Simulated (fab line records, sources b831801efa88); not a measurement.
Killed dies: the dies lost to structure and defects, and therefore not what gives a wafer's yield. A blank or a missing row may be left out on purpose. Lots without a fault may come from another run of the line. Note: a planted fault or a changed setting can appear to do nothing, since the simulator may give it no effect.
Comparing a struck lot with a sound one + flow sky130 + 17 out of 708 route steps
Sound: the wafers L981.1, L981.2, L981.3. Wafers L976.2, L976.4, L976.6 were the ones struck. The cause is given at the end.
For every step that has rows: the tool of each side, followed by ch and its chambers, followed by its first start. Under that, the readings that differ: sound wafers + struck wafers + difference of the means + sigmas: that difference in standard deviations of wafers without a fault.
alike: readings whose means differ by less than 2 such deviations, and words and numbers that are the same on both sides. not compared: withheld readings, readings that some wafer has no value for, bounds like >300 that may hide the same value, and numbers for which the record gives no deviation and whose values overlap.
A row with sigmas, a row that says differs or no value, or rows on one side alone: a step with any of these is where the two part. Numbers that have no deviation but don't overlap get no sigmas and don't part them. Lack of a reading on every wafer of one side parts them only where that side has two or more wafers.

first, 1 step without rows for these wafers: SKY_VT_ADJUST_LVTN_IMPLANT_19.
SKY_VT_ADJUST_LVTN_STRIP_20: strips in O2/N2.
  sound on plasmaAsher-02 ch 0,1, day 10 07:51; struck on plasmaAsher-02 ch 1, day 8 20:57
  alike: drypumpMotorCurrentA, n2FlowSccm, oesProductAu, stripTimeToEndpointS
  not compared: rfHoursCounterH
SKY_VT_ADJUST_LVTN_TW_MEAS_21:
  struck on filmMetro-04, day 8 21:04; sound on filmMetro-01, day 10 07:57
  alike: VT_ADJUST_LVTN_2_TW
then, 7 steps without rows for these wafers: SKY_VT_ADJUST_NCORE_DEHYDRATE_00 (time 60 s); SKY_VT_ADJUST_NCORE_HMDS_01 (prime time 60 s); SKY_VT_ADJUST_NCORE_COAT_02 (resist thk 1140 nm); SKY_VT_ADJUST_NCORE_SOFTBAKE_03 (time 60 s); SKY_VT_ADJUST_NCORE_EXPOSE_04 (exposes mask LVTN COMPLEMENT THIN, target cd 380 nm); SKY_VT_ADJUST_NCORE_PEB_05; SKY_VT_ADJUST_NCORE_DEVELOP_06 (develop time 60 s).
SKY_VT_ADJUST_NCORE_CD_MEAS_07 targets a cd of 380 nm.
  struck on cdSem-02, day 9 19:46; sound on cdSem-01, day 11 07:35
  alike: cdNm
SKY_VT_ADJUST_NCORE_OVL_MEAS_08:
  struck on overlay-02, day 9 19:52; sound on overlay-02, day 11 07:43
  alike: VT_ADJUST_NCORE_OVL
SKY_VT_ADJUST_NCORE_IMPLANT_09:
  sound on implanter-01 ch 0, day 11 07:45; struck on implanter-03 ch 0, day 9 20:14
SKY_VT_ADJUST_NCORE_STRIP_10: strips in O2/N2.
  sound on plasmaAsher-04 ch 0,1, day 11 07:54; struck on plasmaAsher-03 ch 1, day 9 20:22
| reading                  | sound          | struck         | difference | sigmas |
|--------------------------|----------------|----------------|------------|--------|
| drypumpMotorCurrentA (A) | 5.75 6.06 6.03 | 5.19 5.20 5.21 | -0.75      | -3     |
  alike: n2FlowSccm, oesProductAu, stripTimeToEndpointS
  not compared: rfHoursCounterH
SKY_VT_ADJUST_NCORE_TW_MEAS_11:
  struck on filmMetro-03, day 9 20:29; sound on filmMetro-03, day 11 08:00
| reading            | sound             | struck            | difference | sigmas |
|--------------------|-------------------|-------------------|------------|--------|
| VT_ADJUST_NCORE_TW | 218.1 216.8 217.9 | 264.9 265.5 263.7 | +47.1      | +18    |
then, 2 steps without rows for these wafers: SKY_VT_ADJUST_HVTR_DEHYDRATE_00 (time 60 s); SKY_PAD_OPEN_PROBE_99.

## WHERE THEY PART
At SKY_VT_ADJUST_NCORE_STRIP_10 first; at SKY_VT_ADJUST_NCORE_TW_MEAS_11 last (within this record only).

WHY: whatever the simulator had introduced
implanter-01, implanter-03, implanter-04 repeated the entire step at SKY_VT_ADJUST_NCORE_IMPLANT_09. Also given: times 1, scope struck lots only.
